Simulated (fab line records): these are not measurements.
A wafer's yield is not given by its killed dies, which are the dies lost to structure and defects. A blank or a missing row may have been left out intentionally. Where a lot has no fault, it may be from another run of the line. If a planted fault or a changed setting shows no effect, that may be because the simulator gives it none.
What tool caused it? | flow sky130 | Sampling: 14 lots, 42 wafers, 5 of 708 route steps

== WHAT EACH GAUGE READ, for each wafer ==
SKY_FIELD_ISO_THK_MEAS_02. Usual: FIELD_ISO_OXIDATION_00_THK gives 11.93 nm (standard deviation 0.2).
lot  | measured    | on            | FIELD_ISO_OXIDATION_00_THK (nm) | flag
L594 | day 1 16:38 | film_metro-01 | 12.12 12.01 11.81               |
L596 | day 2 03:26 | film_metro-01 | 11.65 11.90 11.84               |
L597 | day 2 07:53 | film_metro-02 | 11.95 12.16 11.98               |
L599 | day 2 19:28 | film_metro-02 | 11.81 12.11 11.81               |
L600 | day 2 23:49 | film_metro-02 | 11.92 11.79 12.11               |
L601 | day 3 04:53 | film_metro-04 | 11.97 11.81 11.81               |
L602 | day 3 09:21 | film_metro-04 | 11.99 11.94 11.95               |
L605 | day 3 23:38 | film_metro-04 | 11.31 11.50 11.65               |
L607 | day 4 09:38 | film_metro-01 | 11.78 11.91 11.75               |
L608 | day 4 15:27 | film_metro-04 | 12.24 12.23 12.41               |
L613 | day 5 15:38 | film_metro-01 | 11.90 12.03 11.85               |
L614 | day 5 21:53 | film_metro-01 | 11.94 11.84 11.85               |
L615 | day 6 02:32 | film_metro-04 | 11.92 11.82 11.86               |
L616 | day 6 06:57 | film_metro-04 | 12.05 12.02 12.12               |

SKY_PWDE_OVL_MEAS_07. Usual: PWDE_OVL gives 0.4 nm (standard deviation 1.5).
lot  | measured    | on         | PWDE_OVL (nm)  | flag
L594 | day 4 05:47 | overlay-02 | -1.0 -1.5 -0.9 |
L596 | day 4 13:02 | overlay-02 | 2.6 0.8 1.2    |
L597 | day 4 17:33 | overlay-01 | -2.1 -1.1 0.0  |
L599 | day 5 07:45 | overlay-01 | 1.6 1.0 1.8    |
L600 | day 5 12:29 | overlay-02 | 0.4 -2.6 -0.8  |
L601 | day 5 17:52 | overlay-02 | 0.5 -1.9 0.2   |
L602 | day 6 00:19 | overlay-01 | -0.6 1.4 0.7   |
L605 | day 6 17:04 | overlay-02 | -0.6 -2.0 -0.5 |
L607 | day 7 03:54 | overlay-02 | 0.9 3.1 2.5    |
L608 | day 7 14:31 | overlay-02 | 1.1 -0.6 -1.1  |
L613 | day 8 12:35 | overlay-02 | -0.7 -1.5 -1.6 |
L614 | day 9 02:17 | overlay-01 | -0.5 -1.7 0.5  |
L615 | day 9 12:11 | overlay-02 | 0.7 2.3 0.2    |
L616 | day 9 18:32 | overlay-01 | -0.1 1.1 2.7   |

SKY_VT_ADJUST_LVTN_TW_MEAS_21. Usual: VT_ADJUST_LVTN_2_TW gives 187.5 (standard deviation 2.2).
lot  | measured     | on            | VT_ADJUST_LVTN_2_TW | flag
L594 | day 8 05:14  | film_metro-04 | 188.1 189.1 189.0   |
L596 | day 8 14:29  | film_metro-03 | 186.1 185.5 185.7   |
L597 | day 8 19:08  | film_metro-04 | 190.1 189.5 190.9   |
L599 | day 9 13:41  | film_metro-02 | 183.8 184.1 184.5   |
L600 | day 9 18:23  | film_metro-04 | 190.5 190.6 190.1   |
L601 | day 10 02:19 | film_metro-03 | 186.8 185.1 187.1   |
L602 | day 10 11:09 | film_metro-02 | 186.1 185.6 185.4   |
L605 | day 11 05:02 | film_metro-03 | 169.2 168.3 167.9   | OFF
L607 | day 11 18:23 | film_metro-03 | 185.5 186.0 186.2   |
L608 | day 12 06:36 | film_metro-04 | 173.1 172.2 172.5   | OFF
L613 | day 13 10:41 | film_metro-04 | 190.2 191.8 189.9   |
L614 | day 14 03:23 | film_metro-04 | 188.6 189.9 189.6   |
L615 | day 14 14:53 | film_metro-03 | 185.2 185.6 185.3   |
L616 | day 14 21:40 | film_metro-04 | 189.6 188.3 189.3   |

SKY_VT_ADJUST_NCORE_CD_MEAS_07: target cd 380 nm. Usual: 380.1 nm for cd_nm, sd 2.6.
lot  | measured     | on        | cd_nm (nm)        | flag
L594 | day 9 02:33  | cd_sem-02 | 376.2 375.2 376.2 |
L596 | day 9 12:48  | cd_sem-01 | 376.5 378.8 376.2 |
L597 | day 9 16:42  | cd_sem-02 | 383.5 383.1 385.8 |
L599 | day 10 12:16 | cd_sem-02 | 382.1 382.8 384.7 |
L600 | day 10 15:50 | cd_sem-02 | 379.7 379.5 381.0 |
L601 | day 11 00:16 | cd_sem-02 | 381.5 383.2 383.7 |
L602 | day 11 09:30 | cd_sem-01 | 378.4 377.3 379.1 |
L605 | day 12 04:13 | cd_sem-02 | 378.3 376.9 376.4 |
L607 | day 12 18:02 | cd_sem-02 | 383.2 384.6 381.2 |
L608 | day 13 06:53 | cd_sem-01 | 380.8 379.4 382.1 |
L613 | day 14 12:48 | cd_sem-02 | 380.3 381.3 379.7 |
L614 | day 15 05:03 | cd_sem-02 | 381.5 382.8 381.6 |
L615 | day 15 17:51 | cd_sem-02 | 381.5 381.2 384.2 |
L616 | day 16 01:05 | cd_sem-02 | 378.5 378.1 380.8 |

== WHAT TOOL EACH LOT RAN ON (gives the tool, then ch and the chambers of the sampled wafers, and finally the start) ==
lot  | SKY_VT_ADJUST_LVTN_IMPLANT_19
L594 | implanter-01 ch 0, day 8 04:59
L596 | implanter-01 ch 0, day 8 14:15
L597 | implanter-04 ch 0, day 8 18:53
L599 | implanter-01 ch 0, day 9 13:27
L600 | implanter-04 ch 0, day 9 18:08
L601 | implanter-04 ch 0, day 10 02:06
L602 | implanter-03 ch 0, day 10 10:55
L605 | implanter-04 ch 0, day 11 04:48
L607 | implanter-03 ch 0, day 11 18:08
L608 | implanter-04 ch 0, day 12 06:23
L613 | implanter-01 ch 0, day 13 10:26
L614 | implanter-03 ch 0, day 14 03:08
L615 | implanter-01 ch 0, day 14 14:38
L616 | implanter-03 ch 0, day 14 21:26
- SKY_VT_ADJUST_LVTN_IMPLANT_19

== WHAT THE TOOLS THEMSELVES READ (means of the sampled wafers that have a number; where no wafer has one, the mark that the record gives instead) ==
SKY_VT_ADJUST_LVTN_IMPLANT_19. Usual: dose_ions_cm2 6.502e+11, standard deviation 7.2e+08; faraday_current_uA 3.68, standard deviation 0.073.
lot  | tool         | dose_ions_cm2 | faraday_current_uA | flag
L594 | implanter-01 | 6.498e+11     | 3.71               |
L596 | implanter-01 | 6.503e+11     | 3.69               |
L597 | implanter-04 | 6.493e+11     | 3.71               |
L599 | implanter-01 | 6.500e+11     | 3.70               |
L600 | implanter-04 | 6.501e+11     | 3.70               |
L601 | implanter-04 | 6.505e+11     | 3.70               |
L602 | implanter-03 | 6.500e+11     | 3.62               |
L605 | implanter-04 | 4.478e+11     | 2.54               | OFF
L607 | implanter-03 | 6.503e+11     | 3.60               |
L608 | implanter-04 | 4.484e+11     | 2.55               | OFF
L613 | implanter-01 | 6.507e+11     | 3.74               |
L614 | implanter-03 | 6.500e+11     | 3.72               |
L615 | implanter-01 | 6.500e+11     | 3.74               |
L616 | implanter-03 | 6.501e+11     | 3.74               |

== THE ANSWER, worked out from the rows above alone ==
Rule: lot off if the mean of its wafers having a number is beyond 3 standard deviations from the usual mean. A lot without any number at a reading at which 4 lots or more have one is off too. Any other lot the step has rows for is counted as sound. Order of review: gauges by route order, followed by the tools' own readings, for which a lot's mean as printed above is used. At the first step where some lot is off, the reading lying furthest off is the one used; lots without a number count as furthest.
Off: at SKY_VT_ADJUST_LVTN_TW_MEAS_21 (VT_ADJUST_LVTN_2_TW), L605, L608.
A tool fits if, at a process step before that reading, it ran every lot that is off, and no sound lot after the first of them. The gauges at SKY_VT_ADJUST_LVTN_TW_MEAS_21 aren't tried: what is off there is off at SKY_VT_ADJUST_LVTN_IMPLANT_19 too, on other tools, and a gauge's error can't cause that. One candidate fits, namely implanter-04 at SKY_VT_ADJUST_LVTN_IMPLANT_19. Its last sound lot is L601 (day 10 02:06), its first lot that is off L605 (day 11 04:48): a fault that began between those two fits.
The tool's own readings at SKY_VT_ADJUST_LVTN_IMPLANT_19 bear it out: on the lots that are off they differ by more than 5 times the standard deviation of the sound lots' means. dose_ions_cm2 reads 4.481e+11 there against 6.501e+11 on the sound lots; faraday_current_uA reads 2.54 there against 3.70 on the sound lots.

== WHAT THE SIMULATOR PUT IN ==
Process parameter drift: implanter-04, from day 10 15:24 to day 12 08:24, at SKY_VT_ADJUST_LVTN_IMPLANT_19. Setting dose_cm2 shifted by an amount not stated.
Struck lots among those shown: L605, L608. Same finding as the rule above.
